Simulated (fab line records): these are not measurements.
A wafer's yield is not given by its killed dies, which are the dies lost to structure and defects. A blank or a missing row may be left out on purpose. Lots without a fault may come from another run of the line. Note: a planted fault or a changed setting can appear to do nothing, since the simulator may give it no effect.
What tool caused it? || flow sky130 || 6 lots with 18 wafers sampled at 4 steps, on a route of 708 steps

## WHAT THE GAUGES READ, wafer by wafer
SKY_PASSIVATION_THK_MEAS_01.
{"lot": "L299", "measured": "day 44 05:42", "on": "film metro-02", "PASSIVATION_CVD_00_THK (nm)": "90.5 90.9 89.8"}
{"lot": "L303", "measured": "day 44 22:05", "on": "film metro-01", "PASSIVATION_CVD_00_THK (nm)": "90.3 89.2 92.4"}
{"lot": "L305", "measured": "day 45 14:02", "on": "film metro-01", "PASSIVATION_CVD_00_THK (nm)": "89.9 89.6 91.4"}
{"lot": "L306", "measured": "day 46 01:02", "on": "film metro-01", "PASSIVATION_CVD_00_THK (nm)": "90.2 90.6 91.7"}
{"lot": "L314", "measured": "day 47 19:57", "on": "film metro-01", "PASSIVATION_CVD_00_THK (nm)": "90.3 89.2 91.4"}
{"lot": "L321", "measured": "day 49 07:50", "on": "film metro-03", "PASSIVATION_CVD_00_THK (nm)": "90.3 92.3 91.4"}

## TOOL THAT RAN EACH LOT (tool first, then ch and the chambers of the sampled wafers, then the start)
{"lot": "L299", "SKY_VIA4_SPUTTER_17": "pvd sputter-04, day 43 05:08", "SKY_VIA4_CMP_21": "cmp-01 ch 1,2,3, day 43 05:41", "SKY_METAL5_SPUTTER_02": "pvd sputter-03, day 43 05:53"}
{"lot": "L303", "SKY_VIA4_SPUTTER_17": "pvd sputter-04, day 43 22:14", "SKY_VIA4_CMP_21": "cmp-01 ch 0,1,2, day 43 22:53", "SKY_METAL5_SPUTTER_02": "pvd sputter-03, day 43 23:08"}
{"lot": "L305", "SKY_VIA4_SPUTTER_17": "pvd sputter-04, day 44 13:40", "SKY_VIA4_CMP_21": "cmp-01 ch 2,3, day 44 14:04", "SKY_METAL5_SPUTTER_02": "pvd sputter-03, day 44 14:25"}
{"lot": "L306", "SKY_VIA4_SPUTTER_17": "pvd sputter-04, day 45 02:41", "SKY_VIA4_CMP_21": "cmp-02 ch 2,3, day 45 03:04", "SKY_METAL5_SPUTTER_02": "pvd sputter-01, day 45 03:25"}
{"lot": "L314", "SKY_VIA4_SPUTTER_17": "pvd sputter-04, day 46 22:20", "SKY_VIA4_CMP_21": "cmp-01 ch 1,2,3, day 46 22:44", "SKY_METAL5_SPUTTER_02": "pvd sputter-02, day 46 23:05"}
{"lot": "L321", "SKY_VIA4_SPUTTER_17": "pvd sputter-03, day 48 12:13", "SKY_VIA4_CMP_21": "cmp-01 ch 1,3, day 48 12:40", "SKY_METAL5_SPUTTER_02": "pvd sputter-02, day 48 12:58"}
- SKY_VIA4_SPUTTER_17: material TiN, target thk 20 nm, time 80 s.
- SKY_VIA4_CMP_21: polishes, stops on SiO2, t overpolish 25 s, target thk 0 nm.
- SKY_METAL5_SPUTTER_02: material AlCu, target thk 1150 nm, time 61.2 s.

## THE ANSWER, worked out from the rows above alone
Rule: what is usual is taken from the lots themselves. Put in order of their means at a reading, lots are off if they are a third of the lots or fewer, leave a main group of 4 or more, and stand apart from it by a gap of 3 or more times the standard deviation of the main group's means; of several such gaps the widest counts. Not used: any main group whose means are identical at the precision the tables above print for the reading. Also off: a lot with no number at a reading for which 4 or more lots have one. All remaining lots with rows at the step are treated as sound.
No lot is off at any reading shown: from this, nothing can be told.

## WHAT THE SIMULATOR PUT IN
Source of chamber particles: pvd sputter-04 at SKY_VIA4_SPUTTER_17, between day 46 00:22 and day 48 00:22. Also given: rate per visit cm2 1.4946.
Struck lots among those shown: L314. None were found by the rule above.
